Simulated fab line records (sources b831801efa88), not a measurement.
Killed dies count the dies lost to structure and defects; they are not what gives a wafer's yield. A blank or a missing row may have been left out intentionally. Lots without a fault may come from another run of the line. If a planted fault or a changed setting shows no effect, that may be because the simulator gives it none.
Which tool is to blame? :: flow gf180mcu :: Sampling: 13 lots, 39 wafers, 5 of 602 route steps

== WHAT THE GAUGES READ, wafer by wafer ==
GF_DUAL_GATE_OVL_MEAS_11. Usual: DUAL_GATE_OVL gives -1.3 nm (standard deviation 1.6).
lot: L690
measured: day 8 20:07
on: overlay-01
DUAL_GATE_OVL (nm): -1.4 -2.4 0.2
flag: 

lot: L692
measured: day 9 12:34
on: overlay-01
DUAL_GATE_OVL (nm): -3.6 -2.2 -1.2
flag: 

lot: L693
measured: day 9 20:49
on: overlay-02
DUAL_GATE_OVL (nm): -2.7 -2.2 -4.2
flag: 

lot: L695
measured: day 10 10:10
on: overlay-02
DUAL_GATE_OVL (nm): -4.9 -5.7 -3.2
flag: 

lot: L700
measured: day 11 17:52
on: overlay-01
DUAL_GATE_OVL (nm): 1.5 0.3 1.1
flag: 

lot: L701
measured: day 12 01:22
on: overlay-02
DUAL_GATE_OVL (nm): -3.7 -2.4 -1.6
flag: 

lot: L702
measured: day 12 08:25
on: overlay-01
DUAL_GATE_OVL (nm): -0.1 1.3 1.0
flag: 

lot: L703
measured: day 12 14:43
on: overlay-02
DUAL_GATE_OVL (nm): 2.0 0.4 0.6
flag: 

lot: L704
measured: day 12 20:34
on: overlay-01
DUAL_GATE_OVL (nm): -0.2 0.0 -1.1
flag: 

lot: L706
measured: day 13 15:15
on: overlay-02
DUAL_GATE_OVL (nm): -4.7 -1.7 -3.3
flag: 

lot: L707
measured: day 13 21:15
on: overlay-01
DUAL_GATE_OVL (nm): -1.4 -3.4 -3.5
flag: 

lot: L708
measured: day 14 04:00
on: overlay-02
DUAL_GATE_OVL (nm): -1.7 -3.1 -1.2
flag: 

lot: L709
measured: day 14 12:22
on: overlay-01
DUAL_GATE_OVL (nm): -1.3 -1.7 -1.3
flag: 

GF_HV_LDD_THK_MEAS_55. Usual: HV_LDD_CVD_54_THK gives 9.93 nm (standard deviation 0.18).
lot: L690
measured: day 12 22:53
on: film_metro-03
HV_LDD_CVD_54_THK (nm): 10.03 10.08 9.99
flag: 

lot: L692
measured: day 13 19:56
on: film_metro-03
HV_LDD_CVD_54_THK (nm): 9.81 9.85 9.84
flag: 

lot: L693
measured: day 14 06:13
on: film_metro-01
HV_LDD_CVD_54_THK (nm): 10.14 10.03 10.18
flag: 

lot: L695
measured: day 14 21:51
on: film_metro-04
HV_LDD_CVD_54_THK (nm): 10.11 10.08 10.06
flag: 

lot: L700
measured: day 16 11:29
on: film_metro-03
HV_LDD_CVD_54_THK (nm): 9.85 9.76 9.83
flag: 

lot: L701
measured: day 16 19:33
on: film_metro-01
HV_LDD_CVD_54_THK (nm): 9.96 10.05 9.91
flag: 

lot: L702
measured: day 17 03:30
on: film_metro-04
HV_LDD_CVD_54_THK (nm): 9.79 9.95 9.93
flag: 

lot: L703
measured: day 17 10:36
on: film_metro-01
HV_LDD_CVD_54_THK (nm): 10.08 9.90 10.00
flag: 

lot: L704
measured: day 17 16:39
on: film_metro-04
HV_LDD_CVD_54_THK (nm): 9.98 9.98 10.03
flag: 

lot: L706
measured: day 18 14:38
on: film_metro-01
HV_LDD_CVD_54_THK (nm): 9.62 9.69 9.77
flag: 

lot: L707
measured: day 18 18:59
on: film_metro-01
HV_LDD_CVD_54_THK (nm): 10.29 10.15 10.09
flag: 

lot: L708
measured: day 19 02:56
on: film_metro-04
HV_LDD_CVD_54_THK (nm): 9.65 9.73 9.69
flag: 

lot: L709
measured: day 19 09:56
on: film_metro-04
HV_LDD_CVD_54_THK (nm): 9.83 9.76 9.73
flag: 

== WHAT TOOL EACH LOT RAN ON (gives the tool, then ch and the chambers of the sampled wafers, and finally the start) ==
lot: L690
GF_MVSD_STRIP_10: plasma_asher-01 ch 0,1, day 4 22:15
GF_DUAL_GATE_COAT_06: litho_track-03 ch 0, day 8 11:37
GF_DUAL_GATE_STRIP_13: plasma_asher-02 ch 0,1, day 8 20:14

lot: L692
GF_MVSD_STRIP_10: plasma_asher-03 ch 0,1, day 5 12:03
GF_DUAL_GATE_COAT_06: litho_track-03 ch 0, day 9 04:10
GF_DUAL_GATE_STRIP_13: plasma_asher-04 ch 0,1, day 9 12:41

lot: L693
GF_MVSD_STRIP_10: plasma_asher-01 ch 0,1, day 5 17:23
GF_DUAL_GATE_COAT_06: litho_track-03 ch 0, day 9 11:25
GF_DUAL_GATE_STRIP_13: plasma_asher-02 ch 0,1, day 9 20:58

lot: L695
GF_MVSD_STRIP_10: plasma_asher-04 ch 0,1, day 6 04:38
GF_DUAL_GATE_COAT_06: litho_track-02 ch 0, day 10 01:31
GF_DUAL_GATE_STRIP_13: plasma_asher-02 ch 0,1, day 10 10:19

lot: L700
GF_MVSD_STRIP_10: plasma_asher-03 ch 0,1, day 7 06:47
GF_DUAL_GATE_COAT_06: litho_track-02 ch 0, day 11 08:28
GF_DUAL_GATE_STRIP_13: plasma_asher-03 ch 0,1, day 11 17:59

lot: L701
GF_MVSD_STRIP_10: plasma_asher-03 ch 0,1, day 7 11:02
GF_DUAL_GATE_COAT_06: litho_track-02 ch 0, day 11 15:31
GF_DUAL_GATE_STRIP_13: plasma_asher-04 ch 0,1, day 12 01:29

lot: L702
GF_MVSD_STRIP_10: plasma_asher-03 ch 0,1, day 7 18:17
GF_DUAL_GATE_COAT_06: litho_track-02 ch 0, day 11 22:16
GF_DUAL_GATE_STRIP_13: plasma_asher-02 ch 0,1, day 12 08:32

lot: L703
GF_MVSD_STRIP_10: plasma_asher-01 ch 0,1, day 8 00:08
GF_DUAL_GATE_COAT_06: litho_track-01 ch 0, day 12 04:28
GF_DUAL_GATE_STRIP_13: plasma_asher-02 ch 0,1, day 12 14:52

lot: L704
GF_MVSD_STRIP_10: plasma_asher-03 ch 0,1, day 8 05:39
GF_DUAL_GATE_COAT_06: litho_track-01 ch 0, day 12 11:01
GF_DUAL_GATE_STRIP_13: plasma_asher-02 ch 0,1, day 12 20:41

lot: L706
GF_MVSD_STRIP_10: plasma_asher-03 ch 0,1, day 8 20:02
GF_DUAL_GATE_COAT_06: litho_track-03 ch 0, day 13 04:43
GF_DUAL_GATE_STRIP_13: plasma_asher-03 ch 0,1, day 13 15:22

lot: L707
GF_MVSD_STRIP_10: plasma_asher-04 ch 0,1, day 9 02:05
GF_DUAL_GATE_COAT_06: litho_track-02 ch 0, day 13 11:24
GF_DUAL_GATE_STRIP_13: plasma_asher-02 ch 0,1, day 13 21:22

lot: L708
GF_MVSD_STRIP_10: plasma_asher-01 ch 0,1, day 9 07:57
GF_DUAL_GATE_COAT_06: litho_track-03 ch 0, day 13 17:49
GF_DUAL_GATE_STRIP_13: plasma_asher-04 ch 0,1, day 14 04:08

lot: L709
GF_MVSD_STRIP_10: plasma_asher-03 ch 0,1, day 9 14:09
GF_DUAL_GATE_COAT_06: litho_track-02 ch 0, day 14 01:30
GF_DUAL_GATE_STRIP_13: plasma_asher-04 ch 0,1, day 14 12:28
- GF_MVSD_STRIP_10: strips in O2/N2.
- GF_DUAL_GATE_COAT_06: resist thk 1000 nm.
- GF_DUAL_GATE_STRIP_13: strips in O2/N2.

== AS READ BY THE TOOLS THEMSELVES (means over the sampled wafers that have a number; for cases with no such wafer, the mark the record gives instead) ==
GF_MVSD_STRIP_10. Usual: drypump_motor_current_A 5.5 A, standard deviation 0.53; heater_power_w 355 W, standard deviation 74; oes_product_au 0.724 a.u., standard deviation 0.0046; strip_time_to_endpoint_s 37.28 s, standard deviation 0.12.
lot: L690
tool: plasma_asher-01
drypump_motor_current_A (A): 5.7
heater_power_w (W): 333
oes_product_au (a.u.): 0.722
strip_time_to_endpoint_s (s): 37.24
flag: 

lot: L692
tool: plasma_asher-03
drypump_motor_current_A (A): 5.1
heater_power_w (W): 415
oes_product_au (a.u.): 0.724
strip_time_to_endpoint_s (s): 37.11
flag: 

lot: L693
tool: plasma_asher-01
drypump_motor_current_A (A): 5.6
heater_power_w (W): 313
oes_product_au (a.u.): 0.726
strip_time_to_endpoint_s (s): 37.18
flag: 

lot: L695
tool: plasma_asher-04
drypump_motor_current_A (A): 5.3
heater_power_w (W): 348
oes_product_au (a.u.): 0.725
strip_time_to_endpoint_s (s): 37.35
flag: 

lot: L700
tool: plasma_asher-03
drypump_motor_current_A (A): 5.4
heater_power_w (W): 338
oes_product_au (a.u.): 0.725
strip_time_to_endpoint_s (s): 37.40
flag: 

lot: L701
tool: plasma_asher-03
drypump_motor_current_A (A): 5.4
heater_power_w (W): 345
oes_product_au (a.u.): 0.730
strip_time_to_endpoint_s (s): 37.37
flag: 

lot: L702
tool: plasma_asher-03
drypump_motor_current_A (A): 5.1
heater_power_w (W): 419
oes_product_au (a.u.): 0.725
strip_time_to_endpoint_s (s): 37.16
flag: 

lot: L703
tool: plasma_asher-01
drypump_motor_current_A (A): 5.6
heater_power_w (W): 323
oes_product_au (a.u.): 0.725
strip_time_to_endpoint_s (s): 37.39
flag: 

lot: L704
tool: plasma_asher-03
drypump_motor_current_A (A): 5.1
heater_power_w (W): 413
oes_product_au (a.u.): 0.722
strip_time_to_endpoint_s (s): 37.46
flag: 

lot: L706
tool: plasma_asher-03
drypump_motor_current_A (A): 5.4
heater_power_w (W): 348
oes_product_au (a.u.): 0.728
strip_time_to_endpoint_s (s): 37.31
flag: 

lot: L707
tool: plasma_asher-04
drypump_motor_current_A (A): 5.3
heater_power_w (W): 346
oes_product_au (a.u.): 0.724
strip_time_to_endpoint_s (s): 37.36
flag: 

lot: L708
tool: plasma_asher-01
drypump_motor_current_A (A): 5.6
heater_power_w (W): 327
oes_product_au (a.u.): 0.723
strip_time_to_endpoint_s (s): 37.27
flag: 

lot: L709
tool: plasma_asher-03
drypump_motor_current_A (A): 5.1
heater_power_w (W): 419
oes_product_au (a.u.): 0.723
strip_time_to_endpoint_s (s): 37.27
flag: 

GF_DUAL_GATE_COAT_06. Usual: spin_speed_rpm reads 3000.2 rpm (standard deviation 2).
lot: L690
tool: litho_track-03
spin_speed_rpm (rpm): 2998.0
flag: 

lot: L692
tool: litho_track-03
spin_speed_rpm (rpm): 2630.3
flag: OFF

lot: L693
tool: litho_track-03
spin_speed_rpm (rpm): 2630.4
flag: OFF

lot: L695
tool: litho_track-02
spin_speed_rpm (rpm): 2999.9
flag: 

lot: L700
tool: litho_track-02
spin_speed_rpm (rpm): 2998.9
flag: 

lot: L701
tool: litho_track-02
spin_speed_rpm (rpm): 3001.2
flag: 

lot: L702
tool: litho_track-02
spin_speed_rpm (rpm): 3000.1
flag: 

lot: L703
tool: litho_track-01
spin_speed_rpm (rpm): 3000.9
flag: 

lot: L704
tool: litho_track-01
spin_speed_rpm (rpm): 2999.9
flag: 

lot: L706
tool: litho_track-03
spin_speed_rpm (rpm): 2999.9
flag: 

lot: L707
tool: litho_track-02
spin_speed_rpm (rpm): 3001.6
flag: 

lot: L708
tool: litho_track-03
spin_speed_rpm (rpm): 2999.1
flag: 

lot: L709
tool: litho_track-02
spin_speed_rpm (rpm): 2999.5
flag: 

GF_DUAL_GATE_STRIP_13. Usual: drypump_motor_current_A 5.6 A, standard deviation 0.64; heater_power_w 351 W, standard deviation 67; oes_product_au 0.716 a.u., standard deviation 0.0044; strip_time_to_endpoint_s 12.59 s, standard deviation 0.032.
lot: L690
tool: plasma_asher-02
drypump_motor_current_A (A): 5.9
heater_power_w (W): 316
oes_product_au (a.u.): 0.716
strip_time_to_endpoint_s (s): 12.65
flag: 

lot: L692
tool: plasma_asher-04
drypump_motor_current_A (A): 5.3
heater_power_w (W): 348
oes_product_au (a.u.): 0.715
strip_time_to_endpoint_s (s): 13.31
flag: OFF

lot: L693
tool: plasma_asher-02
drypump_motor_current_A (A): 5.5
heater_power_w (W): 359
oes_product_au (a.u.): 0.713
strip_time_to_endpoint_s (s): 13.30
flag: OFF

lot: L695
tool: plasma_asher-02
drypump_motor_current_A (A): 5.9
heater_power_w (W): 318
oes_product_au (a.u.): 0.717
strip_time_to_endpoint_s (s): 12.61
flag: 

lot: L700
tool: plasma_asher-03
drypump_motor_current_A (A): 5.4
heater_power_w (W): 351
oes_product_au (a.u.): 0.715
strip_time_to_endpoint_s (s): 12.58
flag: 

lot: L701
tool: plasma_asher-04
drypump_motor_current_A (A): 5.8
heater_power_w (W): 351
oes_product_au (a.u.): 0.720
strip_time_to_endpoint_s (s): 12.60
flag: 

lot: L702
tool: plasma_asher-02
drypump_motor_current_A (A): 5.9
heater_power_w (W): 315
oes_product_au (a.u.): 0.719
strip_time_to_endpoint_s (s): 12.61
flag: 

lot: L703
tool: plasma_asher-02
drypump_motor_current_A (A): 5.5
heater_power_w (W): 353
oes_product_au (a.u.): 0.718
strip_time_to_endpoint_s (s): 12.61
flag: 

lot: L704
tool: plasma_asher-02
drypump_motor_current_A (A): 5.9
heater_power_w (W): 315
oes_product_au (a.u.): 0.719
strip_time_to_endpoint_s (s): 12.57
flag: 

lot: L706
tool: plasma_asher-03
drypump_motor_current_A (A): 5.2
heater_power_w (W): 417
oes_product_au (a.u.): 0.720
strip_time_to_endpoint_s (s): 12.60
flag: 

lot: L707
tool: plasma_asher-02
drypump_motor_current_A (A): 5.9
heater_power_w (W): 319
oes_product_au (a.u.): 0.716
strip_time_to_endpoint_s (s): 12.54
flag: 

lot: L708
tool: plasma_asher-04
drypump_motor_current_A (A): 5.9
heater_power_w (W): 349
oes_product_au (a.u.): 0.715
strip_time_to_endpoint_s (s): 12.61
flag: 

lot: L709
tool: plasma_asher-04
drypump_motor_current_A (A): 5.3
heater_power_w (W): 343
oes_product_au (a.u.): 0.717
strip_time_to_endpoint_s (s): 12.59
flag: 

== THE ANSWER, worked out from the rows above alone ==
Rule: take the mean of a lot's wafers that have a number; if it is more than 3 standard deviations from the usual mean, the lot is off. Also off: a lot with no number at a reading for which 4 or more lots have one. Any other lot the step has rows for is counted as sound. Order of review: gauges by route order, followed by the tools' own readings, for which a lot's mean as printed above is used. The first step at which some lot is off is used, and at that step the reading that is off furthest; a lot without a number counts as furthest.
Off, at GF_DUAL_GATE_COAT_06 on spin_speed_rpm: L692, L693.
A tool fits if, at that step or a process step before it, it ran every lot that is off, and no sound lot after the first of them. None of those tried fits.

== WHAT THE SIMULATOR PUT IN ==
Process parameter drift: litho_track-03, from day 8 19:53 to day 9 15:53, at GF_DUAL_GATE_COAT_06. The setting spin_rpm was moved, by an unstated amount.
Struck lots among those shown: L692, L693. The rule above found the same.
